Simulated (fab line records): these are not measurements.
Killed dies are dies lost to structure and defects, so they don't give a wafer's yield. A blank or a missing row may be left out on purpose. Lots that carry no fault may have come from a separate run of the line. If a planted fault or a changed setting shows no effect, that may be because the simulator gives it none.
Which tool did it? | flow sky130 | Sampling: 6 lots, 18 wafers, 3 of 708 route steps

WHAT THE GAUGES SHOWED, per wafer
SKY_POLY_GATE_THK_MEAS_01.
lot  | measured     | on            | POLY_GATE_CVD_00_THK (nm)
L202 | day 14 13:32 | film metro-04 | 181.3 181.0 181.6
L215 | day 19 12:53 | film metro-01 | 183.6 183.2 182.5
L217 | day 20 00:17 | film metro-02 | 179.6 179.6 178.6
L223 | day 22 04:51 | film metro-04 | 179.7 179.9 180.6

WHAT TOOL EACH LOT RAN ON (gives the tool, then ch and the chambers of the sampled wafers, and finally the start)
lot  | SKY_FIELD_ISO_CMP_27         | SKY_DNWELL_STRIP_08
L202 | cmp-02 ch 1,3, day 2 21:16   | plasma asher-01 ch 0,1, day 3 15:46
L210 | cmp-01 ch 0,1,2, day 4 13:10 | -
L212 | cmp-02 ch 0,2, day 5 00:29   | -
L215 | cmp-02 ch 0,2,3, day 5 14:34 | plasma asher-04 ch 1, day 6 11:34
L217 | cmp-01 ch 1,2,3, day 6 02:01 | plasma asher-04 ch 0,1, day 7 00:16
L223 | cmp-01 ch 0,2, day 7 09:50   | plasma asher-01 ch 0,1, day 8 08:51
- SKY_FIELD_ISO_CMP_27: polishes, stops on Si3N4, t overpolish 16 s, target thk 457.8 nm.
- SKY_DNWELL_STRIP_08: strips in O2/N2.

THE ANSWER, worked out from the rows above alone
Rule: the lots themselves supply what counts as usual. Put in order of their means at a reading, lots are off if they are a third of the lots or fewer, leave a main group of 4 or more, and stand apart from it by a gap of 3 or more times the standard deviation of the main group's means; of several such gaps the widest counts. A main group is skipped when, at the precision printed for the reading in the tables above, its means are all equal. Also off: a lot with no number at a reading for which 4 or more lots have one. All remaining lots with rows at the step are treated as sound.
Nothing can be told from this: no lot is off at any reading shown.

WHAT THE SIMULATOR PUT IN
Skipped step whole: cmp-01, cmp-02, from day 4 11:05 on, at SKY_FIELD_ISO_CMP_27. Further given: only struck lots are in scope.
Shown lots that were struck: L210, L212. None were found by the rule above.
